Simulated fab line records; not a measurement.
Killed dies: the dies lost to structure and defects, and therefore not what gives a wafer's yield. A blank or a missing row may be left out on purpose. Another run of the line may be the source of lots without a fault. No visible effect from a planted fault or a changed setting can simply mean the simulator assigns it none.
Chamber matching | flow sky130 | SKY_CAPM_CVD_00 on pecvd-02 has 3 sister chambers
The step deposits SiO2, target thk 15.5 nm. 6 wafers are shown with their chamber, then 9 later ones without.

WAFERS PAIRED WITH THEIR CHAMBERS
wafer  | chamber | heater-power-w (W) | heater-power-outer-w (W)
L272.1 | 0       | 807                | 483
L272.5 | 1       | 552                | 329
L272.6 | 2       | 614                | 342
L274.1 | 0       | 826                | 516
L274.2 | 1       | 581                | 352
L274.6 | 2       | 656                | 373

WAFERS WITHOUT THEIR CHAMBER
wafer  | heater-power-w (W) | heater-power-outer-w (W)
L277.1 | 486                | 286
L277.2 | 708                | 425
L277.3 | 756                | 448
L279.1 | 592                | 357
L279.2 | 727                | 436
L279.5 | 716                | 423
L283.1 | 783                | 472
L283.3 | 772                | 483
L283.5 | 787                | 482

WHICH CHAMBER EACH WENT THROUGH
wafer  | from the rows above     | in truth
L277.1 | 1                       | 1
L277.2 | can't be placed: 2 or 0 | 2
L277.3 | 0                       | 0
L279.1 | can't be placed: 1 or 2 | 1
L279.2 | can't be placed: 0 or 2 | 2
L279.5 | can't be placed: 2 or 0 | 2
L283.1 | 0                       | 0
L283.3 | 0                       | 0
L283.5 | 0                       | 0
Correct placement for 5 of the 9. Unplaceable from these rows: 4, with the true chamber sitting among the candidates in 4. Wrongly placed: 0.
How it was worked out, from the rows above alone: a wafer's distance from a chamber is the root of the sum, over the readings, of the square of ((its reading less the chamber's mean) divided by the reading's scatter). If the next closest chamber is less than 2 further off than the closest, the wafer can't be placed; otherwise it belongs to the closest. The mean given for a chamber averages the wafers shown for that chamber. The scatter is the square root of a quotient: the sum, over the shown wafers, of each reading's squared deviation from its chamber's mean, divided by wafers minus chambers.
